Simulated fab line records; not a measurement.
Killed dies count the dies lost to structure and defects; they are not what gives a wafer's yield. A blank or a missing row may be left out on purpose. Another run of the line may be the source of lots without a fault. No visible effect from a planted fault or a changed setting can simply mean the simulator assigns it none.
Split-lot experiment ; flow sfq line ; 27 wafers read from 5 lots, route of 325 steps

## ABOUT THE SPLIT
At SFQ_TRILAYER_JJ_TRILAYER_DEP_SPUTTER_110 (material Al, target thk 8 nm, time 10 s), the setting time s was moved away from the recipe's 10 s on 9 of the 27 wafers read, by -17.8% to +54.1%. The other wafers ran this setting at the recipe's value.

Reading taken at the split's own step.

## THE READING
Al_of_TRILAYER_JJ_TRILAYER_DEP_SPUTTER_110.thk nm (the simulator's own value, which no gauge read), in nm, at SFQ_TRILAYER_JJ_TRILAYER_DEP_SPUTTER_110 (material Al, target thk 8 nm, time 10 s). There is no usual value for it anywhere in the file. Here, 18 wafers ran the recipe; their average is 8.063 nm with a standard deviation of 0.14 nm.

wafer;tool, chamber at the split;time s as run, s;against the recipe;Al_of_TRILAYER_JJ_TRILAYER_DEP_SPUTTER_110.thk nm, nm;against lot-mates on the recipe
L077.1;pvd sputter-06, -;10;recipe;8.087;-
L077.2;pvd sputter-06, -;10;recipe;8.336;-
L077.3;pvd sputter-06, -;12.82;+28.2%;10.32;+2.145
L077.4;pvd sputter-06, -;12.82;+28.2%;10.44;+2.265
L077.5;pvd sputter-06, -;10;recipe;8.101;-
L077.6;pvd sputter-06, -;12.82;+28.2%;10.43;+2.255
L079.1;pvd sputter-03, -;10;recipe;8.241;-
L079.2;pvd sputter-03, -;8.217;-17.8%;6.798;-1.457
L079.3;pvd sputter-03, -;8.217;-17.8%;6.851;-1.404
L079.4;pvd sputter-03, -;10;recipe;8.304;-
L079.5;pvd sputter-03, -;10;recipe;8.221;-
L079.6;pvd sputter-03, -;8.217;-17.8%;6.913;-1.342
L080.1;pvd sputter-04, -;15.41;+54.1%;12.38;+4.496
L080.2;pvd sputter-04, -;10;recipe;7.87;-
L080.3;pvd sputter-04, -;15.41;+54.1%;12.11;+4.226
L080.4;pvd sputter-04, -;10;recipe;7.866;-
L080.5;pvd sputter-04, -;15.41;+54.1%;12.27;+4.386
L080.6;pvd sputter-04, -;10;recipe;7.916;-
L081.1;pvd sputter-04, -;10;recipe;8.034;-
L081.2;pvd sputter-04, -;10;recipe;8.099;-
L081.3;pvd sputter-04, -;10;recipe;8.024;-
L081.4;pvd sputter-04, -;10;recipe;7.928;-
L081.5;pvd sputter-04, -;10;recipe;7.937;-
L081.6;pvd sputter-04, -;10;recipe;8.107;-
L084.1;pvd sputter-06, -;10;recipe;8.052;-
L084.2;pvd sputter-06, -;10;recipe;8.092;-
L084.6;pvd sputter-06, -;10;recipe;7.922;-

FIT RESULTS
A straight line over all 27 wafers: Al_of_TRILAYER_JJ_TRILAYER_DEP_SPUTTER_110.thk nm changes by +0.0771 nm for each +1% of time s; r = +1.00; the points scatter about the line by 0.14 nm.
The same after taking each lot's own level away (the mean of its wafers on the recipe; 27 wafers): +0.0802 nm for each +1%; r = +1.00; scatter 0.078 nm.
That fit puts the effect of the largest move of time s on the reading at 4.3 nm.
The lots' own levels span 7.8840 to 8.2553 nm, that is 2.7 times the standard deviation above.
The two slopes agree, so the slope changes little with the lot-to-lot level.
Check: for one of the wafers moved furthest among these (+54.1%), held out of the fit, the line's prediction against its lot-mates is +4.29 nm. It came out at +4.5 nm against them.

## THE FILE'S OWN FIT
Al_of_TRILAYER_JJ_TRILAYER_DEP_SPUTTER_110.thk nm changes by +0.0802 nm for each +1% of time s, r = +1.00.
